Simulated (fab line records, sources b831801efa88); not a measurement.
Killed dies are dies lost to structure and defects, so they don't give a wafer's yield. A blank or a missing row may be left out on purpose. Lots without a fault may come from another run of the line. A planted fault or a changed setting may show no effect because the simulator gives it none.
One fault seen from 2 desks | flow sky130 | each desk has only its own numbers; what lay behind them comes last

THE METROLOGY DESK
What the gauges read, lot by lot, whatever tool the lot ran on: means of the sampled wafers that have a number. A lot is out of limits, marked OUT, if its mean lies more than 4 standard deviations from the usual mean; the brackets give that distance.
Columns: A = POLY_GATE_OVL at SKY_POLY_GATE_OVL_MEAS_14, usual 2 nm; B = SD_P_TW at SKY_SD_P_TW_MEAS_11, usual 2841
lot  | first seen here | A  | B
L548 | day 16 04:59    | 2  | 2856
L550 | day 16 20:33    | -3 | 2839
L551 | day 17 16:05    | 6  | 2843
L553 | day 18 04:46    | -3 | 2852
L555 | day 19 04:56    | 1  | 2835
L559 | day 20 16:40    | -3 | 2842
L560 | day 20 18:17    | 7  | 2824
L561 | day 21 04:20    | 1  | 2836
L562 | day 21 10:55    | 1  | 2847
L563 | day 21 22:26    | 0  | 2849
L564 | day 22 02:16    | -2 | 2825
L569 | day 24 00:27    | 2  | 2855
This desk's finding: nothing out of limits on any of the 12 lots.

THE TOOL OWNER'S DESK: litho_track-02
The tool's own readings at SKY_POLY_CUT_COAT_02 (resist thk 60 nm): means of the sampled wafers that have a number, for each lot that ran on this tool. A lot is out of limits, marked OUT, if its mean lies more than 4 standard deviations from the usual mean; the brackets give that distance.
Columns: A = spin_speed_rpm at SKY_POLY_CUT_COAT_02, usual 3000.0 rpm
lot  | first seen here | A
L550 | day 24 05:20    | 2999.3
L551 | day 24 23:58    | 2999.0
L553 | day 25 12:49    | 3002.7
L560 | day 27 20:11    | 2998.1
L561 | day 28 05:37    | 2756.7 (-99 or more) OUT
L564 | day 29 00:28    | 2757.0 (-99 or more) OUT
This desk's finding: out of limits on L561, L564; first on L561, day 28 05:37 (spin_speed_rpm at SKY_POLY_CUT_COAT_02). In limits: L550, L551, L553, L560.

PUT TOGETHER
The tool owner's desk could have raised an alarm at day 28 05:37, on L561, L564.
The metrology desk saw nothing out of limits.
The metrology desk has L561, L564 on record, within its limits.
Of the lots named, all ran SKY_POLY_CUT_COAT_02 on litho_track-02.

WHAT THE SIMULATOR HAD PUT IN
Process parameter drift: litho_track-02, from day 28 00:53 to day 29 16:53, at SKY_POLY_CUT_COAT_02. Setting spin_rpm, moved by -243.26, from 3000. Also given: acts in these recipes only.
Lots struck among those shown: L561, L564.
Hours from the fault's start to each desk's first reading out of limits: the tool owner's desk, 5.
